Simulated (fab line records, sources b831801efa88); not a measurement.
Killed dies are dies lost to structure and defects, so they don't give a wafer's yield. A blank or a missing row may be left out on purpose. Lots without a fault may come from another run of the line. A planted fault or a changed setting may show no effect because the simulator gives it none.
Problem report in the 8D (eight disciplines) form, filled by code | flow sky130 | the parts of the form that need people (team, actions taken, sign-off) are left out

1. THE PROBLEM
oes_product_au at SKY_METAL3_METAL_ETCH_18 reads a mean of 0.666 a.u. on 6 wafers of 2 lots; wafers without a fault read 0.866 a.u. with a standard deviation of 0.0064. That is -31 standard deviations from the usual mean.
The step: etches the open film in Cl2/BCl3, stops on SiO2, target depth 845 nm, time 183.1 s.
First seen on wafer L919.1, day 42 09:46, on rie_metal-03. The record holds 33 wafers of 11 lots with a number at this step. Rule for "out", or "out of limits": more than 4 standard deviations from the usual mean. The other wafers with a number count as sound.

2. WHAT IT IS AND WHAT IT IS NOT
question                    | is                         | is not
which readings at this step | oes_product_au             | bcl3_flow_sccm, drypump_motor_current_A, throttle_valve_pct
which lots                  | L919, L922                 | L909, L910, L911, L913, L914, L926, L928, L929, L930
which wafers of those lots  | all that have a number     | -
read on which tools         | rie_metal-02, rie_metal-03 | rie_metal-04
when                        | from day 42 09:46          | up to then (15 sound wafers); but 12 sound wafers of L926, L928, L929, L930 came after

3. SUSPECTS, AND WHAT RULES EACH OUT
Counting: a tool at a process step up to the reading stays a suspect if it ran every lot that is out and no sound lot after the first of them.
- pvd_sputter-04 at SKY_METAL3_SPUTTER_01 (material TiN, target thk 20 nm, time 16.7 s): kept. It ran every lot that is out, first L919 (day 40 08:47), and no sound lot after that; its last sound lot up to then is L914 (day 38 06:04).
- pvd_sputter-04 at SKY_METAL3_SPUTTER_02 (material AlCu, target thk 735 nm, time 39.1 s): kept. It ran every lot that is out, first L919 (day 40 08:48), and no sound lot after that; its last sound lot up to then is L914 (day 38 06:05).
Left after counting: pvd_sputter-04 at SKY_METAL3_SPUTTER_01, pvd_sputter-04 at SKY_METAL3_SPUTTER_02.

4. THE CAUSE (what the simulator had put in)
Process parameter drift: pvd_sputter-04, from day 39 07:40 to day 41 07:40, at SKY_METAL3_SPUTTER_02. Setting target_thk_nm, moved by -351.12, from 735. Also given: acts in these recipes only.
Counting left 2 suspects, and this tool is among them.

5. THE CHAIN OF EFFECTS, in route order
Each row: a reading whose mean over the struck wafers that have a number lies more than 3 standard deviations from the usual. Only readings for which the record gives a usual standard deviation are gone through. hours: the time from each lot's start at the first step in this table that gives one to its start at this step, as a median over the lots. sigmas: the change in usual standard deviations.
hours | step                     | reading        | usual      | on struck wafers | change | sigmas
0     | SKY_METAL3_METAL_ETCH_18 | oes_product_au | 0.866 a.u. | 0.666            | -0.200 | -31
The process steps in it:
- SKY_METAL3_METAL_ETCH_18: etches the open film in Cl2/BCl3, stops on SiO2, target depth 845 nm, time 183.1 s.

6. WHAT WOULD HAVE CAUGHT IT SOONER
In this record the first reading out of limits was taken at day 42 09:46, 74 hours after the fault began at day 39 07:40.
Of the tool readings at SKY_METAL3_SPUTTER_02 for which the record gives a usual standard deviation, none was out on any struck wafer, so an alarm limit of 4 standard deviations on them would not have fired.
All the lots that are out (2) had begun SKY_METAL3_SPUTTER_02 on pvd_sputter-04 by day 42 09:46. A hold on the tool at that time would have spared none of them.
